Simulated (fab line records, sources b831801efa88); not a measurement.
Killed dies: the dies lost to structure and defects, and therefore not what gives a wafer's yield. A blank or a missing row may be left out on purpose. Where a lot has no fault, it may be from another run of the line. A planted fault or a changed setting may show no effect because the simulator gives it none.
A struck lot beside a sound one / flow sky130 / 43 steps out of a route of 708
Sound: the wafers L913.1, L913.3, L913.4. Struck: wafers L926.4, L926.6 (left out: L926.5, a lot-mate that was not struck); the cause follows at the end.
Per side, at each step with rows, come the tool, then ch with its chambers, and then its first start. Under that, the readings that differ: sound wafers / struck wafers / difference of the means / sigmas: that difference in standard deviations of wafers without a fault.
alike: readings whose means differ by less than 2 such deviations, and words and numbers that are the same on both sides. not compared: withheld readings, readings that some wafer has no value for, bounds like >300 that may hide the same value, and numbers for which the record gives no deviation and whose values overlap.
Wherever a step has rows on one side only, a row that says differs or no value, or a row with sigmas, the two part there. Numbers that don't overlap but have no deviation are shown without sigmas and don't part them. A reading that every wafer of one side lacks parts them only if that side has two wafers or more.

first, 1 step without rows for these wafers: SKY_GATE_OXIDE_OXIDATION_01 (stabilise 600 s, purge 300 s, target thk 10.268 nm).
SKY_GATE_OXIDE_THK_MEAS_02:
  struck on film metro-02, day 17 21:39; sound on film metro-01, day 13 12:55
  alike: GATE_OXIDE_OXIDATION_00_THK
then, 7 steps without rows for these wafers: SKY_GATE_OXIDE_DEHYDRATE_03 (time 60 s); SKY_GATE_OXIDE_HMDS_04 (prime time 60 s); SKY_GATE_OXIDE_COAT_05 (resist thk 1140 nm); SKY_GATE_OXIDE_SOFTBAKE_06 (time 60 s); SKY_GATE_OXIDE_EXPOSE_07 (exposes mask LVOM, target cd 600 nm); SKY_GATE_OXIDE_PEB_08; SKY_GATE_OXIDE_DEVELOP_09 (develop time 60 s).
SKY_GATE_OXIDE_OVL_MEAS_10:
  struck on overlay-02, day 19 03:11; sound on overlay-01, day 14 15:03
  alike: GATE_OXIDE_OVL
then, 2 steps without rows for these wafers: SKY_GATE_OXIDE_IMPLANT_11; SKY_GATE_OXIDE_WET_ETCH_12 (etches SiO2 in dHF, target depth 16.8 nm, time 336 s).
SKY_GATE_OXIDE_STRIP_13: strips in O2/N2.
  sound on plasma asher-01 ch 0,1, day 14 15:20; struck on plasma asher-01 ch 0, day 19 03:29
  alike: drypump motor current A, o2 flow sccm, oes product au, strip time to endpoint s
  not compared: rf hours counter h
SKY_GATE_OXIDE_TW_MEAS_14:
  struck on film metro-01, day 19 03:35; sound on film metro-01, day 14 15:26
  alike: GATE_OXIDE_TW
then, 3 steps without rows for these wafers: SKY_GATE_OXIDE_CLEAN_15 (cleans in SC1/SC2, time 150 s); SKY_GATE_OXIDE_OXIDATION_16 (stabilise 600 s, purge 300 s, target thk 3.57 nm); SKY_POLY_GATE_CVD_00 (deposits poly-Si, target thk 180 nm, time 720 s).
SKY_POLY_GATE_THK_MEAS_01:
  struck on film metro-02, day 19 06:25; sound on film metro-01, day 14 19:07
  alike: POLY_GATE_CVD_00_THK
then, 8 steps without rows for these wafers: SKY_RES_PROTECT_DEHYDRATE_00 (time 60 s); SKY_RES_PROTECT_HMDS_01 (prime time 60 s); SKY_RES_PROTECT_COAT_02 (resist thk 1140 nm); SKY_RES_PROTECT_SOFTBAKE_03 (time 60 s); SKY_RES_PROTECT_EXPOSE_04 (exposes mask RPM, target cd 1270 nm); SKY_RES_PROTECT_PEB_05; SKY_RES_PROTECT_DEVELOP_06 (develop time 60 s); SKY_POLY_GATE_IMPLANT_02.
SKY_RES_PROTECT_STRIP_07: strips in O2/N2.
  sound on plasma asher-03 ch 0,1, day 15 21:55; struck on plasma asher-01 ch 0, day 20 13:14
  alike: drypump motor current A, o2 flow sccm, oes product au, strip time to endpoint s
  not compared: rf hours counter h
SKY_RES_PROTECT_TW_MEAS_08:
  struck on film metro-01, day 20 13:20; sound on film metro-04, day 15 22:01
reading=POLY_GATE_TW; sound=4080 4088 4061; struck=4020 4042; difference=-45; sigmas=-2
then, 2 steps without rows for these wafers: SKY_RES_PROTECT_CLEAN_09 (cleans in SC1/SC2, time 150 s); SKY_POLY_GATE_CVD_03 (deposits Si3N4 from DCS/NH3, target thk 75 nm, time 1290 s).
SKY_POLY_GATE_THK_MEAS_04:
  struck on film metro-04, day 20 14:49; sound on film metro-02, day 16 00:55
  alike: POLY_GATE_CVD_03_THK
then, 8 steps without rows for these wafers: SKY_POLY_GATE_DEHYDRATE_05 (time 60 s); SKY_POLY_GATE_HMDS_06 (prime time 60 s); SKY_POLY_GATE_COAT_07 (resist thk 110 nm); SKY_POLY_GATE_COAT_08 (resist thk 450 nm); SKY_POLY_GATE_SOFTBAKE_09 (time 90 s); SKY_POLY_GATE_EXPOSE_10 (exposes mask P1M, target cd 150 nm); SKY_POLY_GATE_PEB_11; SKY_POLY_GATE_DEVELOP_12 (develop time 60 s).
SKY_POLY_GATE_CD_MEAS_13: target cd 150 nm.
  struck on cd sem-01, day 21 21:43; sound on cd sem-01, day 17 06:00
  alike: cd nm
SKY_POLY_GATE_OVL_MEAS_14:
  struck on overlay-02, day 21 21:47; sound on overlay-02, day 17 06:07
  alike: POLY_GATE_OVL
SKY_POLY_GATE_ETCH_15: etches BARC in N2/H2, stops on SiO2, time 118.5 s, target depth 110 nm.
  sound on rie diel-02 ch 0,1,2, day 17 06:09; struck on rie diel-04 ch 0,3, day 21 21:51
reading=rf hours counter h (h); sound=78 26 3; struck=- -; difference=no value on the struck wafers; sigmas=
  alike: bias w, drypump motor current A, h2 flow sccm, oes product au, throttle valve pct
-- the record jumps here: 27 days lie between the struck wafers' starts before and after (it left off in module POLY_GATE and takes up again in module PAD_OPEN, whose first step shown is number 708 of the route) --
SKY_PAD_OPEN_PROBE_99:
  struck on prober-01, day 49 07:22; sound on prober-02, day 46 07:49
reading=hold; sound=- - -; struck=await dispo/4.1h/release await dispo/4.1h/release; difference=no value on the sound wafers; sigmas=
reading=killed at front end; sound=10 17 14; struck=66 61; difference=+50; sigmas=+11
reading=killed dies; sound=62 73 87; struck=142 122; difference=+58; sigmas=+6
  alike: killed_at_M0_to_M3, killed_at_M4_up, killed at contacts, killed at other, killed open, killed short

== WHERE THEY PART ==
At SKY_RES_PROTECT_TW_MEAS_08 first; at SKY_PAD_OPEN_PROBE_99 last (within this record only).

WHY: what the simulator had put in
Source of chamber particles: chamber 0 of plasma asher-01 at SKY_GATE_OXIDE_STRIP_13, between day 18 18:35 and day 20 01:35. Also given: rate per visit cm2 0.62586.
